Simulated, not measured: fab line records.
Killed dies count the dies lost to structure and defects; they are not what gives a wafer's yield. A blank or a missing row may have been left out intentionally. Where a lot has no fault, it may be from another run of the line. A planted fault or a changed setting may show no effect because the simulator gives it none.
The tool behind it: which one?	flow sky130	6 lots, 18 wafers sampled, at 2 steps of a route of 708

== WHAT THE GAUGES READ, wafer by wafer ==
SKY_SONOS_TUNNEL_TW_MEAS_12.
lot	measured	on	SONOS_TUNNEL_TW
L386	day 11 20:32	film metro-04	195.7 196.1 196.2
L392	day 14 01:17	film metro-04	159.0 160.2 160.2 159.7 159.7 159.9
L400	day 16 08:40	film metro-04	195.8 196.9 197.1
L402	day 17 01:56	film metro-04	195.5 197.2 196.8
L403	day 18 00:17	film metro-02	195.7 195.9 196.1
L406	day 18 22:53	film metro-04	196.2 197.4 196.3

== EACH LOT AND THE TOOL THAT RAN IT (in order: tool; ch and the chambers of the sampled wafers; start) ==
lot	SKY_SONOS_TUNNEL_IMPLANT_09
L386	implanter-04 ch 0, day 11 20:06
L392	implanter-01 ch 0, day 14 00:52
L400	implanter-04 ch 0, day 16 08:17
L402	implanter-04 ch 0, day 17 01:33
L403	implanter-01 ch 0, day 17 23:52
L406	implanter-01 ch 0, day 18 22:28
- SKY_SONOS_TUNNEL_IMPLANT_09

== THE ANSWER, worked out from the rows above alone ==
Rule: the lots themselves supply what counts as usual. Put in order of their means at a reading, lots are off if they are a third of the lots or fewer, leave a main group of 4 or more, and stand apart from it by a gap of 3 or more times the standard deviation of the main group's means; of several such gaps the widest counts. Not used: any main group whose means are identical at the precision the tables above print for the reading. Also off: a lot with no number at a reading for which 4 or more lots have one. The other lots that the step has rows for count as sound.
Off: L392, at SKY_SONOS_TUNNEL_TW_MEAS_12 (SONOS_TUNNEL_TW). Mean 196.3 and standard deviation 0.31 in the main group.
If a tool, at a process step before that reading, ran all the lots that are off and no sound lot after the first of them, it fits. Those tools and the gauges at SKY_SONOS_TUNNEL_TW_MEAS_12 are tried in the same way. Not one of the candidates tried fits.

== WHAT HAD BEEN PUT IN BY THE SIMULATOR ==
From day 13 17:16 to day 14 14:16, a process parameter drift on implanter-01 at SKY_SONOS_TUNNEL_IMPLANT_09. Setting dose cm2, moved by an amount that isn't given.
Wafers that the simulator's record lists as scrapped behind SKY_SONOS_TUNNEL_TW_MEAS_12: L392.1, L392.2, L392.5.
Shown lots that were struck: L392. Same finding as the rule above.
